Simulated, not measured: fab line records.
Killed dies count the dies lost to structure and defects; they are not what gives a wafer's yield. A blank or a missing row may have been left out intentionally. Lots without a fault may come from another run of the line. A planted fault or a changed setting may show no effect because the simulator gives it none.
fab line records ; flow sfq_line ; part 2 of 2: steps 30 to 40 of 40
record: lots: 5; wafers: 15; last_day: 89
route steps=325 shown L0@9 L0V@16 M0@28 I0@43
lots with no fault: from the same line, run without faults
start_h: hours from the record's first day to the start of the lot's first wafer shown ; wait_h: hours since the lot's step before ; " identical to the entry in the row above ; L1.1+2: a single row standing in for several wafers ; - no value, or no start given ; * or withheld: withheld ; < > ~ a bound
route shown NAME@n: names a module that has steps shown in the file, with the first one's number in the route ; usual: the fault-free wafers' mean and standard deviation ; same: alike in all rows ; chamber/n: place in a boat ; sites: readings site by site ; _std_site: their standard deviation ; _edge_site: the outer-site mean with the inner-site mean subtracted ; radius_mm: how far each site lies from the wafer's centre ; mask NAME#n: copy n ; behind: the most recent tool/chamber to have shaped the wafer ; hold: reason for holding the lot/hours on hold/outcome of the hold ; device: which transistor (n, p or np) failed to switch ; end of line: the route-end tests of the same wafers ; for a step that has no rows: nothing shown but its recipe ; killed: count of dies lost to structure and defects at first sort (not the wafer's yield) ; map: per-die view of a wafer (x killed, . not killed, _ where there is no die)
set.NAME: the setting as run; set.NAME@STEP: as run at that earlier step ; model.NAME: the simulator's own value behind a step, which no gauge read
lots seen at some steps along the route; tables by step, rows by wafer
services: the hour from which a tool's chamber was out of use, counted from the record's first day as start_h (under 0 if before that day), plus the number of hours and why
== steps ==
step: SFQ_TRILAYER_M0_BARC_OPEN_METAL_ETCH_031
recipe: mask_material: PR; chemistry: O2; target_depth_nm: 125; target: BARC; icp_w: 600; bias_w: 80; pressure_mtorr: 10; time_s: 41.7
usual: drypump_motor_current_A: 6.0/0.46; oes_product_au: 0.686/0.0043
lot.wafer;tool;chamber;start_h;wait_h;drypump_motor_current_A;oes_product_au;rf_hours_counter_h
L074.4;rie_metal-04;0;285.10;0.0;6.7;0.689;-
L074.5;rie_metal-04;0;285.10;0.0;6.7;0.689;-
L074.6;rie_metal-04;1;285.10;0.0;6.1;0.686;-
L076.1;rie_metal-03;0;307.88;0.0;6.0;0.692;4
L076.3;rie_metal-03;1;307.88;0.0;5.3;0.687;-
L076.5;rie_metal-03;0;307.88;0.0;6.0;0.691;-
L079.2;rie_metal-03;0;342.23;0.0;6.0;0.690;8
L079.3;rie_metal-03;0;342.23;0.0;6.0;0.696;-
L079.6;rie_metal-03;0;342.23;0.0;6.0;0.691;-
L080.2;rie_metal-03;0;354.58;0.0;6.0;0.687;10
L080.3;rie_metal-03;1;354.58;0.0;5.3;0.686;-
L080.6;rie_metal-03;0;354.58;0.0;6.0;0.686;-
L081.2;rie_metal-01;0;360.58;0.0;5.9;0.685;4
L081.4;rie_metal-01;1;360.58;0.0;5.5;0.687;-
L081.6;rie_metal-01;1;360.58;0.0;5.5;0.684;-
step: SFQ_TRILAYER_M0_ETCH_METAL_ETCH_024
recipe: target: Nb; stop_on: SiO2; mask_material: PR; chemistry: Cl2/Ar; target_depth_nm: 240; icp_w: 600; bias_w: 80; pressure_mtorr: 10; time_s: 120
usual: drypump_motor_current_A: 6.0/0.47; oes_product_au: 0.896/0.0081
lot.wafer;tool;chamber;start_h;wait_h;drypump_motor_current_A;oes_product_au;rf_hours_counter_h
L074.4;rie_metal-04;0;285.18;0.1;6.7;0.882;-
L074.5;rie_metal-04;0;285.18;0.1;6.7;0.890;-
L074.6;rie_metal-04;1;285.18;0.1;6.1;0.886;-
L076.1;rie_metal-03;0;307.94;0.0;6.0;0.912;4
L076.3;rie_metal-03;1;307.94;0.0;5.2;0.911;-
L076.5;rie_metal-03;0;307.94;0.0;6.0;0.906;-
L079.2;rie_metal-03;0;342.29;0.0;6.0;0.896;8
L079.3;rie_metal-03;0;342.29;0.0;6.0;0.889;-
L079.6;rie_metal-03;0;342.29;0.0;6.0;0.885;-
L080.2;rie_metal-03;0;354.66;0.1;6.0;0.909;10
L080.3;rie_metal-03;1;354.66;0.1;5.3;0.908;-
L080.6;rie_metal-03;0;354.66;0.1;6.0;0.901;-
L081.2;rie_metal-01;0;360.64;0.0;5.9;0.886;4
L081.4;rie_metal-01;1;360.64;0.0;5.5;0.885;-
L081.6;rie_metal-01;1;360.64;0.0;5.5;0.901;-
step: SFQ_TRILAYER_M0_STRIP_STRIP_025
recipe: gas: O2; power_w: 200; platen_temp_c: 40; overash_fraction: 0.65; chemistry: O2; pressure_mtorr: 50
usual: drypump_motor_current_A: 6.0/0.46; oes_product_au: 1.003/0.0091
lot.wafer;tool;chamber;start_h;wait_h;drypump_motor_current_A;oes_product_au;rf_hours_counter_h
L074.4;rie_metal-04;0;285.46;0.2;6.7;1.009;-
L074.5;rie_metal-04;0;285.46;0.2;6.6;1.001;-
L074.6;rie_metal-04;1;285.46;0.2;6.1;0.999;-
L076.1;rie_metal-03;0;308.06;0.1;6.0;1.012;4
L076.3;rie_metal-03;1;308.06;0.1;5.3;0.995;-
L076.5;rie_metal-03;0;308.06;0.1;6.0;1.004;-
L079.2;rie_metal-03;0;342.41;0.1;6.0;1.011;9
L079.3;rie_metal-03;0;342.41;0.1;6.0;1.001;-
L079.6;rie_metal-03;0;342.41;0.1;6.0;1.010;-
L080.2;rie_metal-03;0;354.83;0.1;6.0;1.003;10
L080.3;rie_metal-03;1;354.83;0.1;5.2;0.996;-
L080.6;rie_metal-03;0;354.83;0.1;6.0;1.016;-
L081.2;rie_metal-01;0;360.77;0.1;5.8;1.008;4
L081.4;rie_metal-01;1;360.77;0.1;5.5;0.991;-
L081.6;rie_metal-01;1;360.77;0.1;5.5;0.990;-
step: SFQ_TRILAYER_M0_STRIP_SOLV_CLEAN_026
recipe: chemistry: NMP; temp_c: 70; time_s: 600
lot.wafer;tool;chamber;start_h;wait_h
L074.4+5+6;wet_bench-03;6,5,4;285.86;0.2
L076.1+3+5;wet_bench-04;0,1,6;308.66;0.4
L079.2+3+6;wet_bench-03;1,3,6;343.01;0.4
L080.2+3+6;wet_bench-03;5,3,2;355.63;0.5
L081.2+4+6;wet_bench-04;1,6,2;361.37;0.4
step: SFQ_TRILAYER_I0_DEP_PECVD_027
recipe: material: SiO2; temp_c: 150; time_s: 111.11; pressure_torr: 2.4; rf_w: 183.3; precursor: SiH4/N2O; target_thk_nm: 500
usual: chamber_pressure_Torr: 2.400/0.0057; heater_power_w: 84/13; throttle_valve_pct: 24.8/1
lot.wafer;tool;chamber;start_h;wait_h;chamber_pressure_Torr;heater_power_w;throttle_valve_pct
L074.4;pecvd-02;0;286.07;0.0;2.402;68;24.8
L074.5;pecvd-02;1;286.07;0.0;2.397;67;25.7
L074.6;pecvd-02;2;286.07;0.0;2.406;93;26.0
L076.1;pecvd-02;1;308.84;0.0;2.401;65;25.5
L076.3;pecvd-02;2;308.84;0.0;2.405;94;26.1
L076.5;pecvd-02;1;308.84;0.0;2.394;67;25.7
L079.2;pecvd-03;0;343.36;0.0;2.407;99;24.4
L079.3;pecvd-03;1;343.36;0.0;2.398;86;22.9
L079.6;pecvd-03;2;343.36;0.0;2.392;93;24.7
L080.2;pecvd-04;0;356.01;0.0;2.394;97;25.5
L080.3;pecvd-04;1;356.01;0.0;2.391;79;25.7
L080.6;pecvd-04;2;356.01;0.0;2.393;86;23.5
L081.2;pecvd-03;1;361.54;0.0;2.396;83;23.1
L081.4;pecvd-03;0;361.54;0.0;2.400;93;24.7
L081.6;pecvd-03;2;361.54;0.0;2.387;95;24.8
step: SFQ_TRILAYER_I0_CMP_CMP_028
recipe: material: SiO2; down_force_psi: 3; platen_rpm: 60; pad_velocity_m_s: 0.94248
usual: motor_current_A: 10.5/0.75; time_to_endpoint_s: 215/7.4
lot.wafer;tool;chamber;start_h;wait_h;motor_current_A;time_to_endpoint_s
L074.4;cmp-02;2;286.11;0.0;10.5;227
L074.5;cmp-02;2;288.11;2.0;10.7;215
L074.6;cmp-02;3;288.11;2.0;11.3;222
L076.3;cmp-01;3;308.91;0.0;10.3;215
L076.1;cmp-01;0;308.91;0.0;9.8;223
L076.5;cmp-01;0;311.41;2.5;9.8;221
L079.2;cmp-02;2;343.94;0.5;10.0;219
L079.3;cmp-02;0;344.94;1.5;10.7;213
L079.6;cmp-02;1;344.94;1.5;10.3;222
L080.3;cmp-01;3;356.59;0.5;9.9;209
L080.2;cmp-01;0;356.59;0.5;9.5;224
L080.6;cmp-01;3;358.59;2.5;10.7;217
L081.4;cmp-02;1;362.12;0.5;11.1;220
L081.2;cmp-02;2;362.12;0.5;10.1;209
L081.6;cmp-02;0;363.62;2.0;10.7;228
step: SFQ_I0_BOW_MEAS_907
recipe: mode: bow
usual: I0_BOW: 0/7.3
lot.wafer;tool;chamber;start_h;wait_h;I0_BOW[um]
L074.4;film_metro-01;-;289.17;2.6;-4
L074.5;film_metro-01;-;289.17;2.6;9
L074.6;film_metro-01;-;289.17;2.6;5
L076.1;film_metro-01;-;311.91;2.0;1
L076.3;film_metro-01;-;311.91;2.0;-8
L076.5;film_metro-01;-;311.91;2.0;-2
L079.2;film_metro-02;-;346.46;2.0;-5
L079.3;film_metro-02;-;346.46;2.0;6
L079.6;film_metro-02;-;346.46;2.0;-6
L080.2;film_metro-03;-;359.11;1.5;3
L080.3;film_metro-03;-;359.11;1.5;-6
L080.6;film_metro-03;-;359.11;1.5;-1
L081.2;film_metro-02;-;364.64;1.5;3
L081.4;film_metro-02;-;364.64;1.5;-1
L081.6;film_metro-02;-;364.64;1.5;8
step: SFQ_TRILAYER_I0_METRO_MEASURE_029
usual: thk_nm: 199.8/1
lot.wafer;tool;chamber;start_h;wait_h;thk_nm
L074.4;film_metro-01;-;289.83;0.6;200.3
L074.5;film_metro-01;-;289.83;0.6;200.5
L074.6;film_metro-01;-;289.83;0.6;199.8
L076.1;film_metro-01;-;312.03;0.1;200.7
L076.3;film_metro-01;-;312.03;0.1;198.3
L076.5;film_metro-01;-;312.03;0.1;200.6
L079.2;film_metro-02;-;346.76;0.3;200.2
L079.3;film_metro-02;-;346.76;0.3;200.4
L079.6;film_metro-02;-;346.76;0.3;200.2
L080.2;film_metro-03;-;359.41;0.3;200.0
L080.3;film_metro-03;-;359.41;0.3;198.1
L080.6;film_metro-03;-;359.41;0.3;198.6
L081.2;film_metro-02;-;364.94;0.3;199.6
L081.4;film_metro-02;-;364.94;0.3;200.7
L081.6;film_metro-02;-;364.94;0.3;200.9
step: SFQ_TRILAYER_I0_VIA_LITHO_COAT_036
recipe: resist: BARC; spin_rpm: 3000; resist_thk_nm: 62
lot.wafer;tool;chamber;start_h;wait_h
L074.4+5+6;litho_track-01;0;290.58;0.6
L076.1+3+5;litho_track-01;0;313.23;1.0
L079.2+3+6;litho_track-04;0;347.81;0.8
L080.2+3+6;litho_track-02;0;360.46;0.8
L081.2+4+6;litho_track-01;0;365.99;0.8
step: SFQ_TRILAYER_I0_VIA_LITHO_COAT_031
recipe: resist: KrF; spin_rpm: 3000; resist_thk_nm: 650
lot.wafer;tool;chamber;start_h;wait_h
L074.4+5+6;litho_track-01;0;290.88;0.2
L076.1+3+5;litho_track-01;0;313.53;0.2
L079.2+3+6;litho_track-04;0;348.11;0.2
L080.2+3+6;litho_track-02;0;360.76;0.2
L081.2+4+6;litho_track-01;0;366.29;0.2
step: SFQ_TRILAYER_I0_VIA_LITHO_SOFTBAKE_035
recipe: temp_c: withheld; time_s: withheld; resist: KrF
lot.wafer;tool;chamber;start_h;wait_h
L074.4+5+6;litho_track-01;0;291.11;0.2
L076.1+3+5;litho_track-01;0;313.83;0.2
L079.2+3+6;litho_track-04;0;348.38;0.2
L080.2+3+6;litho_track-02;0;361.04;0.2
L081.2+4+6;litho_track-01;0;366.57;0.2
== services ==
tool;chamber;start_h;hours;kind
krf_scanner-01;-;91.97;1.3;pm
krf_scanner-01;-;93.27;1.0;pm
krf_scanner-02;-;107.69;0.8;pm
krf_scanner-01;-;109.02;0.8;pm
rie_metal-03;0;128.06;51.6;repair
krf_scanner-02;-;137.75;1.0;pm
krf_scanner-01;-;153.39;4.4;pm
rie_metal-03;1;157.27;74.5;repair
rie_metal-04;-;165.06;14.6;pm
krf_scanner-01;-;171.27;0.8;pm
krf_scanner-02;-;178.57;0.7;repair
krf_scanner-02;-;193.51;1.3;pm
krf_scanner-02;-;206.17;0.9;repair
rie_metal-04;0;226.20;9.0;repair
krf_scanner-02;-;229.56;1.0;pm
rie_metal-03;0;243.55;4.4;repair
krf_scanner-01;-;259.10;4.0;pm
krf_scanner-01;-;263.12;1.0;pm
krf_scanner-01;-;265.32;3.0;pm
rie_metal-02;-;266.28;2.8;pm
krf_scanner-01;-;268.32;1.3;pm
krf_scanner-01;-;276.79;0.8;pm
krf_scanner-01;-;308.74;11.6;pm
krf_scanner-01;-;344.88;0.3;repair
